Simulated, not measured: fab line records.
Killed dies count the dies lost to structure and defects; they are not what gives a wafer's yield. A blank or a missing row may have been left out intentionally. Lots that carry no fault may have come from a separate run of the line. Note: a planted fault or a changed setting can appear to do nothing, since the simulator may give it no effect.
Struck lot and sound lot, side by side    flow sky130    44 out of 708 route steps
Sound: these wafers, L204.1, L204.4, L204.5. Struck: wafer L225.5 (left out: L225.2, L225.4 of the same lot, which were not struck); the cause appears at the end.
At each step with rows: each side's tool, then ch and its chambers, then its first start. Under that, the readings that differ: sound wafers    struck wafers    difference of the means    sigmas: that difference in standard deviations of wafers without a fault.
alike: words and numbers the same on both sides, and readings whose means are apart by under 2 such deviations; not compared: readings that were withheld, readings missing a value for some wafer, numbers with overlapping values and no deviation given by the record, and bounds like >300 which may hide the same value.
A row with sigmas, a row that says differs or no value, or rows on one side alone: a step with any of these is where the two part. Non-overlapping numbers with no deviation appear without sigmas and do not part them. A reading that every wafer of one side lacks parts them only if that side has two wafers or more.

SKY_VIA2_SPUTTER_20: material TiN, target thk 20 nm, time 80 s.
  sound on pvdSputter-02, day 36 19:31; struck on pvdSputter-02, day 43 00:20
  alike: throttleValvePct
SKY_VIA2_CVD_21: deposits W, target thk 420 nm, time 126.4 s.
  sound on cvdW-02 ch 1, day 36 19:34; struck on cvdW-02 ch 0, day 43 00:24
reading           sound        struck  difference  sigmas
heaterPowerW (W)  903 926 911  816     -97         -2
SKY_VIA2_RS_MEAS_22: measures by four-point-probe.
  sound on filmMetro-04, day 36 19:43; struck on filmMetro-04, day 43 00:33
reading             sound              struck  difference  sigmas
VIA2_W_RS (ohm/sq)  0.270 0.270 0.272  0.282   +0.011      +3
SKY_VIA2_THK_MEAS_23: measures by xrf.
  sound on filmMetro-04, day 36 19:50; struck on filmMetro-04, day 43 00:40
reading          sound        struck  difference  sigmas
VIA2_W_THK (nm)  416 414 415  402     -13         -2
then, 6 steps without rows for these wafers: SKY_VIA2_CMP_24 (polishes, stops on SiO2, t overpolish 20 s, target thk 0 nm); SKY_METAL3_SPUTTER_00 (material Ti, target thk 15 nm, time 10 s); SKY_METAL3_SPUTTER_01 (material TiN, target thk 20 nm, time 16.7 s); SKY_METAL3_SPUTTER_02 (material AlCu, target thk 735 nm, time 40.78 s); SKY_METAL3_SPUTTER_03 (material Ti, target thk 5 nm, time 3.3 s); SKY_METAL3_SPUTTER_04 (material TiN, target thk 70 nm, time 58.3 s).
SKY_CAPM_CVD_00: deposits SiO2, target thk 15.5 nm.
  sound on pecvd-02 ch 1,2, day 36 20:20; struck on pecvd-02 ch 2, day 43 01:14
  alike: heaterPowerW
SKY_CAPM_THK_MEAS_01:
  sound on filmMetro-03, day 36 20:22; struck on filmMetro-03, day 43 01:17
  alike: CAPM_CVD_00_THK
SKY_CAPM_SPUTTER_02: material TiN, target thk 200 nm, time 166.7 s.
  sound on pvdSputter-03, day 36 20:25; struck on pvdSputter-03, day 43 01:20
reading                                  sound              struck  difference  sigmas
model.TiN_of_CAPM_SPUTTER_02.thkNm (nm)  204.4 202.8 203.7  209.2   +5.6        
  alike: throttleValvePct
SKY_CAPM_RS_MEAS_03: measures by four-point-probe.
  sound on filmMetro-02, day 36 20:32; struck on filmMetro-02, day 43 01:28
reading               sound           struck  difference  sigmas
CAPM_TIN_RS (ohm/sq)  6.76 6.82 6.80  6.60    -0.19       -3
SKY_CAPM_THK_MEAS_04: measures by xrf.
  sound on filmMetro-02, day 36 20:39; struck on filmMetro-02, day 43 01:35
reading            sound              struck  difference  sigmas
CAPM_TIN_THK (nm)  204.8 202.9 203.5  209.7   +6.0        +3
then, 7 steps without rows for these wafers: SKY_CAPM_DEHYDRATE_05 (time 60 s); SKY_CAPM_HMDS_06 (prime time 60 s); SKY_CAPM_COAT_07 (resist thk 1140 nm); SKY_CAPM_SOFTBAKE_08 (time 60 s); SKY_CAPM_EXPOSE_09 (exposes mask CAPM, target cd 1000 nm); SKY_CAPM_PEB_10; SKY_CAPM_DEVELOP_11 (develop time 60 s).
SKY_CAPM_OVL_MEAS_12:
  sound on overlay-02, day 37 21:26; struck on overlay-01, day 44 00:30
  alike: CAPM_OVL
SKY_CAPM_METAL_ETCH_13: etches TiN in Cl2/BCl3, stops on SiO2, target depth 220 nm, time 62.9 s.
  sound on rieMetal-01 ch 1, day 37 21:28; struck on rieMetal-04 ch 0, day 44 00:32
reading                         sound              struck  difference  sigmas
model.etch.depthNm (nm)         204.4 202.8 203.7  209.2   +5.6        
model.CAPM.featureDepthNm (nm)  204.4 202.8 203.7  209.2   +5.6        
  alike: drypumpMotorCurrentA, oesProductAu, throttleValvePct
  not compared: rfHoursCounterH
SKY_CAPM_STRIP_14: strips in O2/N2.
  sound on plasmaAsher-01 ch 0,1, day 37 21:37; struck on plasmaAsher-02 ch 0, day 44 00:37
reading                   sound              struck  difference  sigmas
stripTimeToEndpointS (s)  12.66 12.65 12.58  12.71   +0.08       +2
  alike: drypumpMotorCurrentA, oesProductAu
  not compared: rfHoursCounterH
then, 11 steps without rows for these wafers: SKY_CAPM_STRIP_15 (strips in post etch residue remover, time 1200 s); SKY_CAPM_CLEAN_16 (cleans in IPA, time 180 s); SKY_CAPM_CLEAN_17 (cleans in O3/DIW); SKY_METAL3_DEHYDRATE_05 (time 60 s); SKY_METAL3_HMDS_06 (prime time 60 s); SKY_METAL3_COAT_07 (resist thk 60 nm); SKY_METAL3_COAT_08 (resist thk 1140 nm); SKY_METAL3_SOFTBAKE_09 (time 90 s); SKY_METAL3_EXPOSE_10 (exposes mask MM3, target cd 300 nm); SKY_METAL3_PEB_11; SKY_METAL3_DEVELOP_12 (develop time 60 s).
SKY_METAL3_CD_MEAS_13: target cd 300 nm.
  sound on cdSem-02, day 38 22:37; struck on cdSem-02, day 44 22:37
  alike: cdNm
SKY_METAL3_OVL_MEAS_14:
  sound on overlay-01, day 38 22:44; struck on overlay-02, day 44 22:43
  alike: METAL3_OVL
SKY_METAL3_DESCUM_15: chemistry O2, time 8 s.
  sound on rieMetal-03 ch 0,1, day 38 22:46; struck on rieMetal-02 ch 0, day 44 22:45
reading                   sound              struck  difference  sigmas
drypumpMotorCurrentA (A)  6.06 6.02 6.07     5.50    -0.55       -2
oesProductAu (a.u.)       1.006 0.994 1.002  0.977   -0.024      -3
  not compared: rfHoursCounterH
then, 3 steps without rows for these wafers: SKY_METAL3_ETCH_16 (etches BARC in N2/H2, stops on SiO2, time 88.2 s, target depth 60 nm); SKY_METAL3_ETCH_17 (etches SiO2 in C4F8/O2/Ar, stops on TiN, time 3.9 s, target depth 15 nm); SKY_METAL3_METAL_ETCH_18 (etches the open film in Cl2/BCl3, stops on SiO2, target depth 845 nm, time 183.1 s).
SKY_METAL3_STRIP_20: strips in post etch residue remover, time 1200 s.
  sound on wetBench-01 ch 0, day 38 23:11; struck on wetBench-04 ch 3, day 44 23:11
reading                                  sound              struck  difference  sigmas
model.TiN_of_CAPM_SPUTTER_02.thkNm (nm)  203.6 201.9 202.9  208.3   +5.5        
-- the record jumps here: 6 days lie between the struck wafers' starts before and after (it left off in module METAL3 and takes up again in module PAD_OPEN, whose first step shown is number 708 of the route) --
SKY_PAD_OPEN_PROBE_99:
  sound on prober-02, day 46 01:50; struck on prober-01, day 50 17:32
reading                        sound             struck  difference  sigmas
killedAtOther                  0 0 0             2       +2          +3
model.etest.capMim.plateOhmSq  5.87 5.894 5.858  5.698   -0.176      
  alike: defectLimitedYield, killed_at_M0_to_M3, killed_at_M4_up, killedAtContacts, killedAtFrontEnd, killedDies, killedOpen, killedShort, sort_bin_3_pad_short, sort_bin_5_function, sort_bin_6_memory, sortNPass, sortYieldPct

WHERE THEY PART
First at SKY_VIA2_CVD_21; last, within this record, at SKY_PAD_OPEN_PROBE_99.

WHY: what had been put in by the simulator
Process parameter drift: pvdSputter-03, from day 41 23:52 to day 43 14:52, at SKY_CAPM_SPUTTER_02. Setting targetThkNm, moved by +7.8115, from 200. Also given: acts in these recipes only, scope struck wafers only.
